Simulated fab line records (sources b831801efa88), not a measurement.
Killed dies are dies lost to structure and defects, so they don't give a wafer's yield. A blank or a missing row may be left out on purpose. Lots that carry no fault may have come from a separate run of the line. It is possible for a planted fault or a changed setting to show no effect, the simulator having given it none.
Check of tool commonality + flow sky130 + 12 lots and 36 wafers in the sample

== REASON IT WAS OPENED ==
Of 12 lots, 2 have the reading VT_ADJUST_HVTR_TW flagged at SKY_VT_ADJUST_HVTR_TW_MEAS_11. Fault-free wafers read 210.4, with a standard deviation of 1.2.
Rule: a lot is flagged in two cases, either no wafer of it has a number, or all its wafers with numbers fall more than 4 standard deviations from that mean. The other lots count as sound.

| lot  | measured     | on            | VT_ADJUST_HVTR_TW, wafer by wafer | flag    |
|------|--------------|---------------|-----------------------------------|---------|
| L612 | day 9 09:38  | film-metro-04 | 211.3 210.5 210.3                 |         |
| L613 | day 9 18:02  | film-metro-02 | 210.6 210.2 210.6                 |         |
| L615 | day 10 08:24 | film-metro-02 | 209.8 211.1 209.8                 |         |
| L616 | day 10 18:20 | film-metro-04 | 211.1 210.8 210.3                 |         |
| L617 | day 10 22:05 | film-metro-04 | 211.7 211.6 210.7                 |         |
| L618 | day 11 00:08 | film-metro-01 | 211.1 212.5 211.4                 |         |
| L619 | day 11 11:00 | film-metro-02 | 208.3 210.0 209.1                 |         |
| L620 | day 11 21:00 | film-metro-01 | 211.5 212.6 211.1                 |         |
| L628 | day 14 13:38 | film-metro-04 | 199.4 199.3 199.9                 | FLAGGED |
| L627 | day 14 15:07 | film-metro-02 | 199.9 201.5 202.2                 | FLAGGED |
| L634 | day 16 06:47 | film-metro-01 | 210.0 208.5 207.6                 |         |
| L635 | day 16 13:42 | film-metro-01 | 209.2 209.9 209.7                 |         |
On average the flagged lots' numbers are 200.4, which is -10.0 against the usual, or -8 standard deviations.

== LOT BY LOT: THE TOOL USED ==
The record holds 2 process steps before the reading, out of a route of 708 steps. Each cell gives the tool, then ch followed by the chambers the sampled wafers passed through, then the start.
| lot  | flag    | SKY_NWELL_STRIP_25                   | SKY_VT_ADJUST_HVTR_IMPLANT_09   |
|------|---------|--------------------------------------|---------------------------------|
| L612 |         | plasma-asher-03 ch 0,1, day 5 07:07  | implanter-04 ch 0, day 9 09:23  |
| L613 |         | plasma-asher-03 ch 0,1, day 5 13:28  | implanter-01 ch 0, day 9 17:47  |
| L615 |         | plasma-asher-03 ch 0,1, day 6 00:13  | implanter-01 ch 0, day 10 08:10 |
| L616 |         | plasma-asher-02 ch 0,1, day 6 07:46  | implanter-04 ch 0, day 10 18:05 |
| L617 |         | plasma-asher-03 ch 1, day 6 10:37    | implanter-03 ch 0, day 10 21:51 |
| L618 |         | plasma-asher-01 ch 0,1, day 6 15:34  | implanter-04 ch 0, day 10 23:53 |
| L619 |         | plasma-asher-01 ch 0,1, day 6 23:07  | implanter-04 ch 0, day 11 10:46 |
| L620 |         | plasma-asher-03 ch 0,1, day 7 05:55  | implanter-01 ch 0, day 11 20:46 |
| L628 | FLAGGED | plasma-asher-02 ch 0,1, day 9 11:55  | implanter-01 ch 0, day 14 13:23 |
| L627 | FLAGGED | plasma-asher-03 ch 0,1, day 9 12:58  | implanter-01 ch 0, day 14 14:55 |
| L634 |         | plasma-asher-01 ch 0,1, day 10 21:01 | implanter-03 ch 0, day 16 06:32 |
| L635 |         | plasma-asher-01 ch 0,1, day 11 03:28 | implanter-03 ch 0, day 16 13:28 |
These steps, and what they do:
- SKY_NWELL_STRIP_25: strips in O2/N2.
- SKY_VT_ADJUST_HVTR_IMPLANT_09
- SKY_VT_ADJUST_HVTR_TW_MEAS_11

== FLAGGED OVER TOTAL, TOOL BY TOOL (the gauges that took the reading come last) ==
| step                          | tool            | lots run | flagged | share of the flagged lots | sound lots run after its first flagged lot |
|-------------------------------|-----------------|----------|---------|---------------------------|--------------------------------------------|
| SKY_NWELL_STRIP_25            | plasma-asher-01 | 4        | 0       | none                      | -                                          |
| SKY_NWELL_STRIP_25            | plasma-asher-02 | 2        | 1       | some                      | 0                                          |
| SKY_NWELL_STRIP_25            | plasma-asher-03 | 6        | 1       | some                      | 0                                          |
| SKY_VT_ADJUST_HVTR_IMPLANT_09 | implanter-01    | 5        | 2       | all                       | 0                                          |
| SKY_VT_ADJUST_HVTR_IMPLANT_09 | implanter-03    | 3        | 0       | none                      | -                                          |
| SKY_VT_ADJUST_HVTR_IMPLANT_09 | implanter-04    | 4        | 0       | none                      | -                                          |
| SKY_VT_ADJUST_HVTR_TW_MEAS_11 | film-metro-01   | 4        | 0       | none                      | -                                          |
| SKY_VT_ADJUST_HVTR_TW_MEAS_11 | film-metro-02   | 4        | 1       | some                      | 0                                          |
| SKY_VT_ADJUST_HVTR_TW_MEAS_11 | film-metro-04   | 4        | 1       | some                      | 0                                          |

== WHAT IS ALLOWED BY THE TABLE ==
1 row of the table ran every flagged lot: implanter-01 at SKY_VT_ADJUST_HVTR_IMPLANT_09.
- implanter-01 at SKY_VT_ADJUST_HVTR_IMPLANT_09 ran 5 lots, 2 of them flagged. Its last sound lot is L620 (day 11 20:46), its first flagged lot L628 (day 14 13:23): a fault that began between those two fits. Its own readings (beam-on-s, faraday-current-uA) fall more than 4 standard deviations out on all wafers of the flagged lots.
One tool is left: implanter-01 at SKY_VT_ADJUST_HVTR_IMPLANT_09.

== WHAT THE SIMULATOR HAD INSERTED ==
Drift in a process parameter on implanter-01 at SKY_VT_ADJUST_HVTR_IMPLANT_09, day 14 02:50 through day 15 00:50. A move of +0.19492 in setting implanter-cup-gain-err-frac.
Shown lots that were struck: L628, L627. The rule given above showed the same thing.
